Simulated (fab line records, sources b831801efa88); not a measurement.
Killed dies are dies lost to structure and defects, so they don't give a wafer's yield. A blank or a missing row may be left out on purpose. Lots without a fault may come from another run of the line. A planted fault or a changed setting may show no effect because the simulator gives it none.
A struck lot beside a sound one | flow sky130 | 17 steps out of a route of 708
Sound: wafers L422.1, L422.5, L422.6. Struck: wafer L415.4. (L415.6 of the same lot was not struck and is left out.) The cause comes at the end.
At each step with rows: each side's tool, then ch and its chambers, then its first start. Under that, the readings that differ: sound wafers | struck wafers | difference of the means | sigmas: that difference in standard deviations of wafers without a fault.
alike: readings whose means differ by less than 2 such deviations, and words and numbers that are the same on both sides. not compared: withheld readings, readings that some wafer has no value for, bounds like >300 that may hide the same value, and numbers for which the record gives no deviation and whose values overlap.
The two part at a step that has a row with sigmas, a row that says differs or no value, or rows on one side only. Numbers that don't overlap but have no deviation are shown without sigmas and don't part them. A reading that every wafer of one side lacks parts them only if that side has two wafers or more.

first, 3 steps without rows for these wafers: SKY_LI_CONTACT_EXPOSE_09 (exposes mask LICM1, target cd 170 nm); SKY_LI_CONTACT_PEB_10; SKY_LI_CONTACT_DEVELOP_11 (develop time 60 s).
SKY_LI_CONTACT_CD_MEAS_12: target cd 170 nm.
  sound on cd_sem-01, day 35 10:55; struck on cd_sem-02, day 32 20:35
  alike: cd_nm
SKY_LI_CONTACT_OVL_MEAS_13:
  sound on overlay-01, day 35 11:02; struck on overlay-02, day 32 20:40
  alike: LI_CONTACT_OVL
SKY_LI_CONTACT_ETCH_14: etches BARC in N2/H2, stops on SiO2, time 45.9 s, target depth 60 nm.
  sound on rie_diel-04 ch 1,2,3, day 35 11:04; struck on rie_diel-02 ch 3, day 32 20:42
  alike: bias_w, drypump_motor_current_A, oes_product_au, rf_fwd_power_W, throttle_valve_pct
  not compared: rf_hours_counter_h
SKY_LI_CONTACT_ETCH_15: etches PSG in C4F8/O2/Ar, stops on Si, target depth 600 nm.
  sound on rie_diel-04 ch 1,2,3, day 35 11:07; struck on rie_diel-02 ch 3, day 32 20:46
  alike: bias_w, oes_product_au, rf_fwd_power_W
SKY_LI_CONTACT_STRIP_16: strips in O2/N2.
  sound on plasma_asher-01 ch 0,1, day 35 11:12; struck on plasma_asher-02 ch 1, day 32 20:50
  reading               | sound             | struck | difference | sigmas
  oes_product_au (a.u.) | 0.378 0.374 0.377 | 0.367  | -0.009     | -2
  alike: drypump_motor_current_A, strip_time_to_endpoint_s
  not compared: rf_hours_counter_h
then, 3 steps without rows for these wafers: SKY_LI_CONTACT_CLEAN_17 (cleans in NMP, time 600 s); SKY_LI_CONTACT_PRE_CLEAN_18 (time 5.6 s); SKY_LI_CONTACT_SPUTTER_19 (material Ti, target thk 20 nm, time 106.37 s).
SKY_LI_CONTACT_SPUTTER_20: material TiN, target thk 20 nm, time 80 s.
  sound on pvd_sputter-01, day 35 11:35; struck on pvd_sputter-01, day 32 21:11
  alike: throttle_valve_pct
SKY_LI_CONTACT_CVD_21: deposits W, target thk 400 nm, time 120.56 s.
  sound on cvd_w-02 ch 0,1, day 35 11:38; struck on cvd_w-01 ch 0, day 32 21:23
  reading                                  | sound             | struck | difference | sigmas
  model.W_of_LI_CONTACT_CVD_21.thk_nm (nm) | 393.6 391.4 401.8 | 435.9  | +40.3      |
  alike: heater_power_w, susceptor_temp_C
SKY_LI_CONTACT_RS_MEAS_22: measures by four-point-probe.
  sound on film_metro-02, day 35 11:46; struck on film_metro-01, day 32 21:34
  reading                  | sound             | struck | difference | sigmas
  LI_CONTACT_W_RS (ohm/sq) | 0.289 0.291 0.284 | 0.261  | -0.027     | -6
SKY_LI_CONTACT_THK_MEAS_23: measures by xrf.
  sound on film_metro-02, day 35 11:53; struck on film_metro-01, day 32 21:39
  reading               | sound       | struck | difference | sigmas
  LI_CONTACT_W_THK (nm) | 396 394 406 | 445    | +46        | +6
SKY_LI_CONTACT_CMP_24: polishes, stops on PSG, t overpolish 20 s, target thk 0 nm.
  sound on cmp-01 ch 1,2,3, day 35 12:06; struck on cmp-02 ch 2, day 32 21:50
  alike: head_pressure_psi, motor_current_A
-- the record jumps here: 16 days lie between the struck wafers' starts before and after (it left off in module LI_CONTACT and takes up again in module PAD_OPEN, whose first step shown is number 708 of the route) --
SKY_PAD_OPEN_PROBE_99:
  sound on prober-02, day 50 04:36; struck on prober-01, day 48 16:55
  reading         | sound | struck | difference | sigmas
  killed_at_M4_up | 3 0 2 | 10     | +8         | +4
  alike: killed_at_M0_to_M3, killed_at_contacts, killed_at_front_end, killed_at_other, killed_dies, killed_open, killed_short

WHERE THEY PART
First at SKY_LI_CONTACT_STRIP_16; last, within this record, at SKY_PAD_OPEN_PROBE_99.

WHY: what the simulator had put in
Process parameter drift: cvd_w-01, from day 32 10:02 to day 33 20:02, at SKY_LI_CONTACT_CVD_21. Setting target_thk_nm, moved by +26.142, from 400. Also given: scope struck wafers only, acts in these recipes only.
